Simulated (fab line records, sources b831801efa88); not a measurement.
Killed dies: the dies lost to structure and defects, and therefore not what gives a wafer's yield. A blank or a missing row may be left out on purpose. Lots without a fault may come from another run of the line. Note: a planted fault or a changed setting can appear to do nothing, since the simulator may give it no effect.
Which tool was responsible?    flow gf180mcu    11 lots, 33 wafers sampled, at 7 steps of a route of 602

WHAT THE GAUGES READ, wafer by wafer
GF_M2_CD_MEAS_14 targets a cd of 280 nm. Usual: 279.8 nm for cd nm, sd 1.4.
lot   measured      on         cd nm (nm)         flag
L904  day 19 04:58  cd sem-01  278.9 279.5 279.6  
L906  day 19 17:49  cd sem-02  278.2 277.3 278.5  
L907  day 20 08:28  cd sem-02  279.5 280.6 280.1  
L908  day 20 10:05  cd sem-01  279.3 279.4 278.9  
L909  day 20 23:02  cd sem-02  278.9 279.6 278.7  
L912  day 22 05:13  cd sem-02  282.0 280.2 280.3  
L915  day 23 12:07  cd sem-02  279.3 279.7 279.7  
L917  day 24 07:11  cd sem-01  280.2 281.5 280.7  
L922  day 25 15:11  cd sem-02  279.3 280.2 279.2  
L923  day 25 20:45  cd sem-02  279.9 280.5 281.1  
L924  day 26 02:24  cd sem-02  280.4 279.8 281.4  

GF_V3_RS_MEAS_24: measures by four-point-probe. Usual: for V3_W_RS the level is 0.326 ohm/sq and the standard deviation is 0.0031.
lot   measured      on             V3_W_RS (ohm/sq)   flag
L904  day 22 08:41  film metro-01  0.329 0.329 0.328  
L906  day 22 20:46  film metro-01  0.330 0.331 0.332  
L907  day 23 12:08  film metro-04  0.328 0.331 0.333  
L908  day 23 12:48  film metro-04  0.324 0.328 0.328  
L909  day 24 01:56  film metro-03  0.325 0.321 0.323  
L912  day 25 07:29  film metro-04  0.325 0.325 0.323  
L915  day 26 10:58  film metro-03  0.324 0.324 0.326  
L917  day 27 06:11  film metro-04  0.322 0.324 0.324  
L922  day 28 10:44  film metro-03  0.195 0.196 0.195  OFF
L923  day 28 16:23  film metro-03  0.332 0.324 0.329  
L924  day 28 20:27  film metro-01  0.194 0.192 0.195  OFF

GF_V3_THK_MEAS_25: measures by xrf. Usual: for V3_W_THK the level is 357 nm and the standard deviation is 5.4.
lot   measured      on             V3_W_THK (nm)  flag
L904  day 22 08:48  film metro-01  357 353 352    
L906  day 22 20:53  film metro-01  353 353 353    
L907  day 23 12:15  film metro-04  348 345 344    
L908  day 23 12:55  film metro-04  351 348 348    
L909  day 24 02:03  film metro-03  354 361 360    
L912  day 25 07:36  film metro-04  362 361 364    
L915  day 26 11:05  film metro-03  359 361 359    
L917  day 27 06:19  film metro-04  360 361 358    
L922  day 28 10:52  film metro-03  - - -          OFF
L923  day 28 16:30  film metro-03  350 359 354    
L924  day 28 20:34  film metro-01  - - -          OFF

GF_V4_THK_MEAS_03. Usual: for V4_CVD_02_THK the level is 853 nm and the standard deviation is 12.
lot   measured      on             V4_CVD_02_THK (nm)  flag
L904  day 23 08:58  film metro-04  852 864 856         
L906  day 23 20:47  film metro-02  861 885 878         
L907  day 24 11:30  film metro-01  843 861 847         
L908  day 24 12:43  film metro-04  858 845 857         
L909  day 25 01:40  film metro-01  854 860 873         
L912  day 26 06:58  film metro-02  850 884 876         
L915  day 27 09:42  film metro-02  857 854 868         
L917  day 28 04:28  film metro-02  847 858 865         
L922  day 29 07:43  film metro-01  847 852 863         
L923  day 29 12:46  film metro-04  832 831 835         
L924  day 29 16:46  film metro-01  836 836 830         

EACH LOT AND THE TOOL THAT RAN IT (in order: tool; ch and the chambers of the sampled wafers; start)
lot   GF_V2_SPUTTER_21              GF_V3_CVD_23                   GF_V3_CMP_26
L904  pvd sputter-03, day 20 06:43  cvd w-02 ch 0,1, day 22 08:34  cmp-01 ch 0,2,3, day 22 09:00
L906  pvd sputter-04, day 20 19:14  cvd w-02 ch 0,1, day 22 20:40  cmp-02 ch 0,1,2, day 22 21:06
L907  pvd sputter-04, day 21 10:32  cvd w-01 ch 0,1, day 23 12:01  cmp-01 ch 0,1,2, day 23 12:21
L908  pvd sputter-03, day 21 11:31  cvd w-01 ch 0,1, day 23 12:41  cmp-01 ch 0,1,3, day 23 12:59
L909  pvd sputter-01, day 22 00:35  cvd w-01 ch 0,1, day 24 01:49  cmp-01 ch 0,1,3, day 24 02:15
L912  pvd sputter-04, day 23 06:54  cvd w-01 ch 0,1, day 25 07:22  cmp-01 ch 0,1,3, day 25 07:45
L915  pvd sputter-01, day 24 12:53  cvd w-01 ch 0,1, day 26 10:52  cmp-01 ch 0,1,2, day 26 11:12
L917  pvd sputter-04, day 25 08:11  cvd w-02 ch 0,1, day 27 06:05  cmp-02 ch 0,2, day 27 06:25
L922  pvd sputter-03, day 26 14:44  cvd w-01 ch 0,1, day 28 10:38  cmp-02 ch 0,1,3, day 28 10:55
L923  pvd sputter-04, day 26 20:13  cvd w-02 ch 0,1, day 28 16:16  cmp-01 ch 0,1,2, day 28 16:34
L924  pvd sputter-04, day 27 02:10  cvd w-01 ch 0,1, day 28 20:20  cmp-02 ch 0,2,3, day 28 20:38
- GF_V2_SPUTTER_21: material Ti, target thk 15 nm, time 80.02 s.
- GF_V3_CVD_23: deposits W, target thk 350 nm, time 104.9 s.
- GF_V3_CMP_26: polishes, stops on SiO2, t overpolish 15 s, target thk 0 nm.

AS READ BY THE TOOLS THEMSELVES (means over the sampled wafers that have a number; for cases with no such wafer, the mark the record gives instead)
GF_V2_SPUTTER_21. Usual: cathode dc power W 2500.0 W, standard deviation 0.43; throttle valve pct 30.4 %, standard deviation 1.3.
lot   tool            cathode dc power W (W)  throttle valve pct (%)  flag
L904  pvd sputter-03  2500.0                  30.7                    
L906  pvd sputter-04  2500.0                  30.8                    
L907  pvd sputter-04  2500.1                  30.8                    
L908  pvd sputter-03  2500.4                  30.1                    
L909  pvd sputter-01  2499.7                  29.7                    
L912  pvd sputter-04  2499.7                  32.0                    
L915  pvd sputter-01  2499.9                  29.8                    
L917  pvd sputter-04  2500.1                  30.1                    
L922  pvd sputter-03  2500.1                  30.3                    
L923  pvd sputter-04  2500.2                  31.1                    
L924  pvd sputter-04  2499.9                  30.8                    

GF_V3_CVD_23. Usual: heater power outer w 553 W, standard deviation 90; heater power w 846 W, standard deviation 160; susceptor temp C 400.03 C, standard deviation 0.22.
lot   tool      heater power outer w (W)  heater power w (W)  susceptor temp C (C)  flag
L904  cvd w-02  448                       674                 400.04                
L906  cvd w-02  468                       685                 400.27                
L907  cvd w-01  592                       923                 400.20                
L908  cvd w-01  595                       930                 400.03                
L909  cvd w-01  599                       925                 400.10                
L912  cvd w-01  601                       920                 399.93                
L915  cvd w-01  597                       932                 399.70                
L917  cvd w-02  443                       683                 400.07                
L922  cvd w-01  788                       1223                443.28                OFF
L923  cvd w-02  456                       683                 400.11                
L924  cvd w-01  837                       1276                443.07                OFF

GF_V3_CMP_26. Usual: motor current A 11.3 A, standard deviation 1.4; time to endpoint s 85.6 s, standard deviation 2.8.
lot   tool    motor current A (A)  time to endpoint s (s)  flag
L904  cmp-01  11.2                 87.6                    
L906  cmp-02  10.3                 85.0                    
L907  cmp-01  11.8                 82.3                    
L908  cmp-01  11.6                 83.6                    
L909  cmp-01  11.6                 86.1                    
L912  cmp-01  11.4                 87.0                    
L915  cmp-01  12.1                 86.4                    
L917  cmp-02  10.5                 86.4                    
L922  cmp-02  11.6                 140.7                   OFF
L923  cmp-01  11.6                 82.6                    
L924  cmp-02  11.9                 140.4                   OFF

THE ANSWER, worked out from the rows above alone
Rule: lot off if the mean of its wafers having a number is beyond 3 standard deviations from the usual mean. A lot without any number at a reading at which 4 lots or more have one is off too. All remaining lots with rows at the step are treated as sound. First the gauges in route order, then the tools' own readings, where a lot's mean is used as printed above. The first step at which some lot is off is used, and at that step the reading that is off furthest; a lot without a number counts as furthest.
Off: at GF_V3_RS_MEAS_24 (V3_W_RS), L922, L924.
If a tool, at a process step before that reading, ran all the lots that are off and no sound lot after the first of them, it fits. The gauges at GF_V3_RS_MEAS_24 aren't tried: what is off there is off at GF_V3_CVD_23 too, on other tools, and a gauge's error can't cause that. One candidate fits, namely cvd w-01 at GF_V3_CVD_23. Its last sound lot is L915 (day 26 10:52), its first lot that is off L922 (day 28 10:38): a fault that began between those two fits.
The tool's own readings at GF_V3_CVD_23 bear it out: on the lots that are off they differ by more than 5 times the standard deviation of the sound lots' means. susceptor temp C reads 443.17 C there against 400.05 C on the sound lots.

WHAT HAD BEEN PUT IN BY THE SIMULATOR
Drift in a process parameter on cvd w-01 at GF_V3_CVD_23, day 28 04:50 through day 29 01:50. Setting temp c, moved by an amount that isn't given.
Lots struck among those shown: L922, L924. The rule given above showed the same thing.
